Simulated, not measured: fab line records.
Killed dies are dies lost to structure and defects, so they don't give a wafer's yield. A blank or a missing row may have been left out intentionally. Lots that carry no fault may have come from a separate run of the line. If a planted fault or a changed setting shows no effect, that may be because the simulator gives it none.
A lot that was struck, set against a sound lot	flow sky130	32 steps out of a route of 708
Sound: the wafers L914.1, L914.4, L914.6. Struck: wafer L918.2 (L918.3, L918.4, from the same lot, were not struck and are left out); the cause is given at the end.
Order at every step that has rows: each side's tool, ch and its chambers, its first start. Under that, the readings that differ: sound wafers	struck wafers	difference of the means	sigmas: that difference in standard deviations of wafers without a fault.
alike: a reading whose means differ by less than 2 such deviations, as well as words and numbers matching on both sides. not compared: withheld readings; readings where some wafer has no value; bounds like >300 that might hide an equal value; numbers whose values overlap and for which the record gives no deviation.
A row with sigmas, a row that says differs or no value, or rows on one side alone: a step with any of these is where the two part. When numbers do not overlap yet have no deviation, they are printed without sigmas and do not part them. A reading missing from all wafers of one side parts the sides only when that side holds two or more wafers.

first, 1 step without rows for these wafers: SKY_VIA1_ETCH_15 (etches SiO2 in C4F8/O2/Ar, stops on TiN, target depth 351 nm, time 54 s).
SKY_VIA1_STRIP_16: strips in O2/N2.
  sound on plasma-asher-01 ch 1, day 37 02:25; struck on plasma-asher-03 ch 0, day 38 11:47
  alike: drypump-motor-current-A, oes-product-au, strip-time-to-endpoint-s
  not compared: rf-hours-counter-h
then, 4 steps without rows for these wafers: SKY_VIA1_STRIP_17 (strips in post etch residue remover, time 1200 s); SKY_VIA1_CLEAN_18 (cleans in IPA, time 180 s); SKY_VIA1_CLEAN_19 (cleans in O3/DIW); SKY_VIA1_SPUTTER_20 (material TiN, target thk 20 nm, time 80 s).
SKY_VIA1_CVD_21: deposits W, target thk 270 nm, time 80.902 s.
  sound on cvd-w-01 ch 0,1, day 37 03:04; struck on cvd-w-01 ch 0, day 38 12:27
  alike: heater-power-w
SKY_VIA1_RS_MEAS_22: the measuring method here is four-point-probe.
  sound on film-metro-01, day 37 03:10; struck on film-metro-03, day 38 12:34
  alike: VIA1_W_RS
SKY_VIA1_THK_MEAS_23: measures by xrf.
  sound on film-metro-01, day 37 03:17; struck on film-metro-03, day 38 12:40
reading	sound	struck	difference	sigmas
VIA1_W_THK (nm)	280 281 280	270	-10	-3
SKY_VIA1_CMP_24: polishes, stops on SiO2, t overpolish 15 s, target thk 0 nm.
  sound on cmp-02 ch 1,2,3, day 37 03:26; struck on cmp-02 ch 1, day 38 12:43
reading	sound	struck	difference	sigmas
overpolish-run-s (s)	14.985 14.982 14.995	15.008	+0.021	+2
  alike: motor-current-A, time-to-endpoint-s
SKY_METAL2_SPUTTER_00: material Ti, target thk 15 nm, time 10 s.
  sound on pvd-sputter-01, day 37 03:38; struck on pvd-sputter-01, day 38 13:01
  alike: throttle-valve-pct
then, 1 step without rows for these wafers: SKY_METAL2_SPUTTER_01 (material TiN, target thk 20 nm, time 16.7 s).
SKY_METAL2_SPUTTER_02: material AlCu, target thk 250 nm, time 13.3 s.
  sound on pvd-sputter-01, day 37 03:41; struck on pvd-sputter-01, day 38 13:04
reading	sound	struck	difference	sigmas
model.AlCu_of_METAL2_SPUTTER_02.thk-nm (nm)	251.5 252.6 250.3	127.2	-124.3	
  alike: throttle-valve-pct
then, 2 steps without rows for these wafers: SKY_METAL2_SPUTTER_03 (material Ti, target thk 5 nm, time 3.3 s); SKY_METAL2_SPUTTER_04 (material TiN, target thk 70 nm, time 58.3 s).
SKY_METAL2_RS_MEAS_05: the measuring method here is four-point-probe.
  sound on film-metro-01, day 37 03:47; struck on film-metro-02, day 38 13:11
reading	sound	struck	difference	sigmas
METAL2_ALCU_RS (ohm/sq)	0.1260 0.1253 0.1267	0.2575	+0.1315	+99 or more
SKY_METAL2_THK_MEAS_06: measures by xrf.
  sound on film-metro-01, day 37 03:54; struck on film-metro-02, day 38 13:17
reading	sound	struck	difference	sigmas
METAL2_ALCU_THK (nm)	255 255 251	130	-124	-39
then, 8 steps without rows for these wafers: SKY_METAL2_DEHYDRATE_07 (time 60 s); SKY_METAL2_HMDS_08 (prime time 60 s); SKY_METAL2_COAT_09 (resist thk 60 nm); SKY_METAL2_COAT_10 (resist thk 450 nm); SKY_METAL2_SOFTBAKE_11 (time 90 s); SKY_METAL2_EXPOSE_12 (exposes mask MM2, target cd 140 nm); SKY_METAL2_PEB_13; SKY_METAL2_DEVELOP_14 (develop time 60 s).
SKY_METAL2_CD_MEAS_15 targets a cd of 140 nm.
  sound on cd-sem-02, day 38 04:56; struck on cd-sem-02, day 39 13:38
  alike: cd-nm
SKY_METAL2_OVL_MEAS_16:
  sound on overlay-01, day 38 05:04; struck on overlay-02, day 39 13:45
  alike: METAL2_OVL
then, 2 steps without rows for these wafers: SKY_METAL2_DESCUM_17 (chemistry O2, time 8 s); SKY_METAL2_ETCH_18 (etches BARC in N2/H2, stops on SiO2, time 45.9 s, target depth 60 nm).
SKY_METAL2_METAL_ETCH_19: etches the open film in Cl2/BCl3, stops on SiO2, target depth 360 nm, time 78 s.
  sound on rie-metal-04 ch 0, day 38 05:17; struck on rie-metal-03 ch 1, day 39 13:53
reading	sound	struck	difference	sigmas
oes-product-au (a.u.)	0.856 0.864 0.852	0.726	-0.131	-25
  alike: drypump-motor-current-A, throttle-valve-pct
  not compared: rf-hours-counter-h
SKY_METAL2_STRIP_20: strips in O2/N2.
  sound on plasma-asher-01 ch 0,1, day 38 05:28; struck on plasma-asher-01 ch 1, day 39 13:58
  alike: drypump-motor-current-A, oes-product-au, strip-time-to-endpoint-s
  not compared: rf-hours-counter-h
-- the record jumps here: 10 days lie between the struck wafers' starts before and after (it left off in module METAL2 and takes up again in module PAD_OPEN, whose first step shown is number 708 of the route) --
SKY_PAD_OPEN_PROBE_99:
  sound on prober-01, day 48 03:19; struck on prober-01, day 49 05:32
reading	sound	struck	difference	sigmas
defect-limited-yield (%)	79.5 80.9 80.7	84.3	+3.9	+2
killed_at_M0_to_M3	53 42 46	29	-18	-2
killed-at-front-end	16 24 25	12	-10	-2
killed-dies	101 94 95	77	-20	-2
sort_bin_6_memory (%)	7.1 6.7 6.7	4.5	-2.3	-2
sort-n-pass	391 398 397	415	+20	+2
sort-yield-pct (%)	79.5 80.9 80.7	84.3	+3.9	+2
model.etest.met2.line-ohm-um	0.9401 0.9182 0.9442	1.889	+0.955	
model.etest.met2.rs-ohm-sq	0.1272 0.1266 0.1277	0.2621	+0.1349	
  alike: killed_at_M4_up, killed-at-contacts, killed-at-other, killed-open, killed-short, sort_bin_3_pad_short, sort_bin_5_function

WHERE THEY PART
Earliest at SKY_VIA1_THK_MEAS_23; latest, in this record, at SKY_PAD_OPEN_PROBE_99.

WHY: whatever the simulator had introduced
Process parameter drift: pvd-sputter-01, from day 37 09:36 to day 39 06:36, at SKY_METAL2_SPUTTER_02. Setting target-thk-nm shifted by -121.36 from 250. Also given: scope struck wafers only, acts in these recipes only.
